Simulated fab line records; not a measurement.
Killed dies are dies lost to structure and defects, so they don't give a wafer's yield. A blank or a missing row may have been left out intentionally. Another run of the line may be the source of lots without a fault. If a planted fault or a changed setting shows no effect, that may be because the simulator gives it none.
Which tool is to blame? -- flow gf180mcu -- 13 lots, 39 wafers sampled, at 6 steps of a route of 602

## WHAT EACH GAUGE READ, for each wafer
GF_STI_BOW_MEAS_00. Usual: for INCOMING_BOW the level is -1 um and the standard deviation is 6.
lot,measured,on,INCOMING_BOW (um),flag
L909,day 1 10:00,film_metro-04,-13 -4 3,
L910,day 1 15:00,film_metro-04,-6 -4 -3,
L912,day 2 01:01,film_metro-02,-14 8 -6,
L914,day 2 11:04,film_metro-02,-3 11 4,
L915,day 2 16:00,film_metro-04,-7 -4 3,
L916,day 2 21:01,film_metro-04,1 -2 0,
L919,day 3 12:00,film_metro-02,5 -7 -3,
L920,day 3 17:02,film_metro-01,11 7 -3,
L923,day 4 08:01,film_metro-02,-1 1 2,
L927,day 5 04:00,film_metro-04,-4 -5 -5,
L928,day 5 09:01,film_metro-01,3 5 9,
L931,day 6 00:00,film_metro-01,0 2 -5,
L932,day 6 05:00,film_metro-02,-2 -10 -3,

GF_STI_THK_MEAS_22. Usual: for STI_OXIDATION_01_THK the level is 15.12 nm and the standard deviation is 0.24.
lot,measured,on,STI_OXIDATION_01_THK (nm),flag
L909,day 2 04:10,film_metro-01,14.64 15.08 14.94,
L910,day 2 11:07,film_metro-01,15.28 14.83 15.12,
L912,day 2 19:31,film_metro-04,15.12 15.35 15.17,
L914,day 3 04:53,film_metro-02,14.48 14.47 14.36,
L915,day 3 11:26,film_metro-04,15.06 14.99 15.07,
L916,day 3 18:47,film_metro-02,15.35 15.28 15.35,
L919,day 4 06:20,film_metro-02,15.29 15.35 15.12,
L920,day 4 12:12,film_metro-04,15.08 15.17 15.15,
L923,day 5 02:58,film_metro-02,14.99 15.38 15.30,
L927,day 6 04:10,film_metro-02,14.93 15.05 15.02,
L928,day 6 06:05,film_metro-02,15.06 14.93 14.82,
L931,day 6 20:22,film_metro-02,15.25 15.78 15.16,
L932,day 7 00:59,film_metro-02,15.06 15.12 15.06,

GF_STI_THK_MEAS_30. Usual: for STI_OXIDATION_02_THK the level is 10.06 nm and the standard deviation is 0.14.
lot,measured,on,STI_OXIDATION_02_THK (nm),flag
L909,day 2 07:29,film_metro-01,10.14 10.04 10.07,
L910,day 2 13:58,film_metro-01,10.17 10.21 10.12,
L912,day 2 22:20,film_metro-04,9.95 9.79 9.98,
L914,day 3 07:32,film_metro-04,9.86 9.73 9.73,
L915,day 3 14:55,film_metro-02,10.05 10.11 10.24,
L916,day 3 23:33,film_metro-01,10.22 10.16 10.19,
L919,day 4 09:36,film_metro-04,9.90 9.97 9.96,
L920,day 4 15:56,film_metro-02,10.03 10.03 10.00,
L923,day 5 06:23,film_metro-01,9.97 10.05 10.13,
L927,day 6 07:28,film_metro-02,10.14 9.98 10.08,
L928,day 6 08:53,film_metro-04,10.13 10.28 10.17,
L931,day 7 00:43,film_metro-01,10.17 10.22 10.26,
L932,day 7 04:05,film_metro-04,10.10 10.18 10.08,

GF_NWELL_TW_MEAS_11. Usual: for NWELL_TW the level is 1576 and the standard deviation is 21.
lot,measured,on,NWELL_TW,flag
L909,day 3 08:39,film_metro-03,1577 1576 1572,
L910,day 3 16:05,film_metro-01,1611 1613 1606,
L912,day 4 00:38,film_metro-01,1612 1622 1613,
L914,day 4 09:47,film_metro-04,1562 1567 1562,
L915,day 4 17:00,film_metro-03,1562 1568 1572,
L916,day 5 02:38,film_metro-04,1572 1560 1558,
L919,day 5 13:48,film_metro-03,1563 1567 1570,
L920,day 5 20:40,film_metro-04,1567 1565 1565,
L923,day 6 12:10,film_metro-03,1565 1560 1568,
L927,day 7 14:23,film_metro-03,1757 1745 1753,OFF
L928,day 7 15:34,film_metro-03,1759 1749 1748,OFF
L931,day 8 09:44,film_metro-01,1618 1612 1615,
L932,day 8 13:50,film_metro-03,1557 1572 1569,

GF_VT_IMPLANT_RS_MEAS_47: measures by four-point-probe. Usual: for NWELL_RS the level is 487.8 ohm/sq and the standard deviation is 1.2.
lot,measured,on,NWELL_RS (ohm/sq),flag
L909,day 7 12:53,film_metro-03,485.8 486.0 485.7,
L910,day 7 20:56,film_metro-04,486.2 487.1 486.1,
L912,day 8 10:19,film_metro-03,488.3 489.5 486.9,
L914,day 8 21:59,film_metro-01,488.0 487.9 488.0,
L915,day 9 06:56,film_metro-01,486.6 488.9 486.5,
L916,day 9 19:09,film_metro-04,488.4 490.3 489.7,
L919,day 10 10:04,film_metro-01,489.4 486.8 489.4,
L920,day 10 19:01,film_metro-01,487.2 486.1 487.1,
L923,day 11 13:09,film_metro-04,487.4 485.5 485.1,
L927,day 12 22:06,film_metro-03,396.0 396.1 395.4,OFF
L928,day 12 23:12,film_metro-04,396.7 396.5 396.2,OFF
L931,day 13 20:00,film_metro-03,486.3 487.0 486.8,
L932,day 14 03:14,film_metro-01,487.9 488.3 487.2,

## WHAT TOOL EACH LOT RAN ON (gives the tool, then ch and the chambers of the sampled wafers, and finally the start)
lot,GF_NWELL_IMPLANT_08
L909,"implanter-04 ch 0, day 3 08:15"
L910,"implanter-04 ch 0, day 3 15:41"
L912,"implanter-02 ch 0, day 4 00:15"
L914,"implanter-04 ch 0, day 4 09:23"
L915,"implanter-02 ch 0, day 4 16:36"
L916,"implanter-03 ch 0, day 5 02:15"
L919,"implanter-03 ch 0, day 5 13:24"
L920,"implanter-04 ch 0, day 5 20:18"
L923,"implanter-04 ch 0, day 6 11:47"
L927,"implanter-04 ch 0, day 7 13:59"
L928,"implanter-04 ch 0, day 7 15:11"
L931,"implanter-03 ch 0, day 8 09:20"
L932,"implanter-02 ch 0, day 8 13:26"
- GF_NWELL_IMPLANT_08

## WHAT THE TOOLS THEMSELVES READ (means of the sampled wafers that have a number; where no wafer has one, the mark that the record gives instead)
GF_NWELL_IMPLANT_08. Usual: dose_ions_cm2 1.5005e+13, standard deviation 1.6e+10; faraday_current_uA 84.6, standard deviation 1.6.
lot,tool,dose_ions_cm2,faraday_current_uA,flag
L909,implanter-04,1.5020e+13,85.9,
L910,implanter-04,1.5014e+13,84.8,
L912,implanter-02,1.5034e+13,84.6,
L914,implanter-04,1.4997e+13,85.0,
L915,implanter-02,1.5011e+13,83.6,
L916,implanter-03,1.5000e+13,83.8,
L919,implanter-03,1.4987e+13,82.6,
L920,implanter-04,1.5007e+13,84.4,
L923,implanter-04,1.5026e+13,84.9,
L927,implanter-04,2.2469e+13,126.2,OFF
L928,implanter-04,2.2470e+13,125.9,OFF
L931,implanter-03,1.5012e+13,84.6,
L932,implanter-02,1.5008e+13,84.1,

## THE ANSWER, worked out from the rows above alone
Rule: a lot is off if the mean of its wafers that have a number lies more than 3 standard deviations from the usual mean. A lot without any number at a reading at which 4 lots or more have one is off too. Any other lot the step has rows for is counted as sound. First the gauges in route order, then the tools' own readings, where a lot's mean is used as printed above. The first step at which some lot is off is used, and at that step the reading that is off furthest; a lot without a number counts as furthest.
Off: L927, L928, seen at GF_NWELL_TW_MEAS_11 (NWELL_TW).
A tool fits if, at a process step before that reading, it ran every lot that is off, and no sound lot after the first of them. The gauges at GF_NWELL_TW_MEAS_11 aren't tried: what is off there is off at GF_NWELL_IMPLANT_08 too, on other tools, and a gauge's error can't cause that. One candidate fits, namely implanter-04 at GF_NWELL_IMPLANT_08. Its last sound lot is L923 (day 6 11:47), its first lot that is off L927 (day 7 13:59): a fault that began between those two fits.
The tool's own readings at GF_NWELL_IMPLANT_08 bear it out: on the lots that are off they differ by more than 5 times the standard deviation of the sound lots' means. dose_ions_cm2 reads 2.2470e+13 there against 1.5011e+13 on the sound lots; faraday_current_uA reads 126.1 there against 84.4 on the sound lots.

## WHAT WAS PUT IN BY THE SIMULATOR
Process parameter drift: implanter-04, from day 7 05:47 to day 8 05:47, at GF_NWELL_IMPLANT_08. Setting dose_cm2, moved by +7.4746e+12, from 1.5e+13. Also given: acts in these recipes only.
Struck lots among those shown: L927, L928. Same finding as the rule above.
